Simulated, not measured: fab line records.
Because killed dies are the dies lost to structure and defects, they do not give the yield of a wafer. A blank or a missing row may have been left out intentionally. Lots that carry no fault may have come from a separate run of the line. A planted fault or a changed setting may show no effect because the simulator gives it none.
A single fault, viewed from 2 desks | flow gf180mcu | what lay behind the numbers comes last; until then each desk has only its own

## DESK OF THE TOOL OWNER: cmp-02
The tool's own readings at GF_V5_CMP_26 (polishes, stops on SiO2, t overpolish 15 s, target thk 0 nm): means of the sampled wafers that have a number, for each lot that ran on this tool. A lot is out of limits, marked OUT, if its mean lies more than 4 standard deviations from the usual mean; the brackets give that distance.
Columns: A = edge zone pressure frac at GF_V5_CMP_26, usual 1.000; B = head pressure psi at GF_V5_CMP_26, usual 3.501 psi; C = motor current A at GF_V5_CMP_26, usual 11.7 A; D = overpolish run s at GF_V5_CMP_26, usual 14.998 s; E = slurry flow ml min at GF_V5_CMP_26, usual 150.0; F = time to endpoint s at GF_V5_CMP_26, usual 85 s
lot  | first seen here | A     | B     | C    | D      | E     | F
L209 | day 28 03:39    | 0.995 | 3.496 | 11.1 | 14.995 | 150.1 | 87
L210 | day 28 07:29    | 0.999 | 3.493 | 10.9 | 15.001 | 150.0 | 83
L219 | day 30 22:52    | 1.005 | 3.500 | 11.5 | 14.995 | 149.9 | 82
This desk found nothing out of limits on any of the 3 lots.

## THE METROLOGY DESK
What the gauges read, lot by lot, whatever tool the lot ran on: means of the sampled wafers that have a number. A lot is out of limits, marked OUT, if its mean lies more than 4 standard deviations from the usual mean; the brackets give that distance.
Columns: A = V5_W_RS at GF_V5_RS_MEAS_24, usual 0.330 ohm/sq; B = V5_W_THK at GF_V5_THK_MEAS_25, usual 348 nm
lot  | first seen here | A     | B
L207 | day 27 13:49    | 0.335 | 339
L208 | day 27 23:59    | 0.333 | 340
L209 | day 28 03:22    | 0.329 | 345
L210 | day 28 07:20    | 0.327 | 352
L211 | day 28 16:32    | 0.330 | 343
L212 | day 28 23:59    | 0.331 | 348
L214 | day 29 21:15    | 0.327 | 359
L215 | day 29 23:38    | 0.329 | 352
L217 | day 30 07:43    | 0.334 | 339
L216 | day 30 08:52    | 0.332 | 343
L219 | day 30 22:35    | 0.334 | 346
L220 | day 31 07:10    | 0.330 | 350
L222 | day 31 15:35    | 0.327 | 348
L223 | day 32 00:59    | 0.329 | 347
L224 | day 32 06:26    | 0.325 | 351
This desk found nothing out of limits on any of the 15 lots.

## BROUGHT TOGETHER
The tool owner's desk saw nothing out of limits.
The metrology desk saw nothing out of limits.

## WHAT THE SIMULATOR HAD PUT IN
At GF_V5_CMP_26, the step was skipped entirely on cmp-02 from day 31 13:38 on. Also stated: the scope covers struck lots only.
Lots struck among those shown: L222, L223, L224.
